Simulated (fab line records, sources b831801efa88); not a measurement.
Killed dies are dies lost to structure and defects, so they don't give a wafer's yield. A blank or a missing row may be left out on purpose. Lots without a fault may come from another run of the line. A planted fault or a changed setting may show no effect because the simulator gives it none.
A struck lot beside a sound one | flow sky130 | 16 steps out of a route of 708
Sound: wafers L878.3, L878.4, L878.5. Struck: wafer L886.4. (L886.1, L886.6 of the same lot were not struck and are left out.) The cause comes at the end.
At each step with rows: each side's tool, then ch and its chambers, then its first start. Under that, the readings that differ: sound wafers | struck wafers | difference of the means | sigmas: that difference in standard deviations of wafers without a fault.
alike: readings whose means differ by less than 2 such deviations, and words and numbers that are the same on both sides. not compared: withheld readings, readings that some wafer has no value for, bounds like >300 that may hide the same value, and numbers for which the record gives no deviation and whose values overlap.
The two part at a step that has a row with sigmas, a row that says differs or no value, or rows on one side only. Numbers that don't overlap but have no deviation are shown without sigmas and don't part them. A reading that every wafer of one side lacks parts them only if that side has two wafers or more.

first, 2 steps without rows for these wafers: SKY_LOCAL_INTERCONNECT_PEB_09; SKY_LOCAL_INTERCONNECT_DEVELOP_10 (develop time 60 s).
SKY_LOCAL_INTERCONNECT_CD_MEAS_11: target cd 170 nm.
  sound on cd_sem-02, day 34 11:58; struck on cd_sem-02, day 36 19:58
  alike: cd_nm
SKY_LOCAL_INTERCONNECT_OVL_MEAS_12:
  sound on overlay-01, day 34 12:04; struck on overlay-01, day 36 20:05
  reading                     | sound    | struck | difference | sigmas
  LOCAL_INTERCONNECT_OVL (nm) | -9 -7 -3 | 4      | +10        | +2
SKY_LOCAL_INTERCONNECT_ETCH_13: etches BARC in N2/H2, stops on SiO2, time 45.9 s, target depth 60 nm.
  sound on rie_metal-02 ch 0,1, day 34 12:07; struck on rie_metal-01 ch 1, day 36 20:07
  reading               | sound             | struck | difference | sigmas
  oes_product_au (a.u.) | 0.858 0.852 0.854 | 0.845  | -0.010     | -2
  alike: drypump_motor_current_A, n2_flow_sccm, throttle_valve_pct
  not compared: rf_hours_counter_h
SKY_LOCAL_INTERCONNECT_METAL_ETCH_14: etches TiN in Cl2/BCl3, stops on PSG, target depth 110 nm, time 31.4 s.
  sound on rie_metal-02 ch 0,1, day 34 12:10; struck on rie_metal-01 ch 1, day 36 20:11
  alike: drypump_motor_current_A, oes_product_au, throttle_valve_pct
  not compared: rf_hours_counter_h
SKY_LOCAL_INTERCONNECT_STRIP_15: strips in O2/N2.
  sound on plasma_asher-02 ch 0,1, day 34 12:14; struck on plasma_asher-04 ch 0, day 36 20:14
  alike: drypump_motor_current_A, n2_flow_sccm, oes_product_au, strip_time_to_endpoint_s
  not compared: rf_hours_counter_h
then, 3 steps without rows for these wafers: SKY_LOCAL_INTERCONNECT_STRIP_16 (strips in post etch residue remover, time 1200 s); SKY_LOCAL_INTERCONNECT_CLEAN_17 (cleans in IPA, time 180 s); SKY_LOCAL_INTERCONNECT_CLEAN_18 (cleans in O3/DIW).
SKY_CONTACT_CVD_00: deposits Si3N4, target thk 75 nm.
  sound on pecvd-02 ch 0,1,2, day 34 12:48; struck on pecvd-03 ch 2, day 36 20:49
  alike: heater_power_w, susceptor_temp_C
SKY_CONTACT_THK_MEAS_01:
  sound on film_metro-04, day 34 12:52; struck on film_metro-03, day 36 20:52
  alike: CONTACT_CVD_00_THK
SKY_CONTACT_HDPCVD_02: deposits SiO2, target thk 565 nm, time 94.2 s.
  sound on hdpcvd-02 ch 1,2, day 34 12:56; struck on hdpcvd-02 ch 1, day 36 20:55
  reading                                     | sound             | struck | difference | sigmas
  model.SiO2_of_CONTACT_HDPCVD_02.thk_nm (nm) | 560.4 562.4 562.4 | 791.3  | +229.6     |
  alike: susceptor_temp_C
SKY_CONTACT_THK_MEAS_03:
  sound on film_metro-02, day 34 13:01; struck on film_metro-02, day 36 20:59
  reading                 | sound       | struck | difference | sigmas
  CONTACT_HDPCVD_THK (nm) | 561 562 562 | 791    | +229       | +41
SKY_CONTACT_CMP_04: polishes SiO2.
  sound on cmp-01 ch 2,3, day 34 13:04; struck on cmp-02 ch 3, day 36 21:03
  reading                | sound    | struck | difference | sigmas
  time_to_endpoint_s (s) | 81 88 79 | 163    | +80        | +21
  alike: motor_current_A
SKY_CONTACT_BOW_MEAS_05:
  sound on film_metro-03, day 34 13:24; struck on film_metro-03, day 36 21:21
  alike: CONTACT_BOW

WHERE THEY PART
First at SKY_LOCAL_INTERCONNECT_OVL_MEAS_12; last, within this record, at SKY_CONTACT_CMP_04. Later steps at which nothing parts them and some readings are alike: SKY_CONTACT_BOW_MEAS_05.

WHY: what the simulator had put in
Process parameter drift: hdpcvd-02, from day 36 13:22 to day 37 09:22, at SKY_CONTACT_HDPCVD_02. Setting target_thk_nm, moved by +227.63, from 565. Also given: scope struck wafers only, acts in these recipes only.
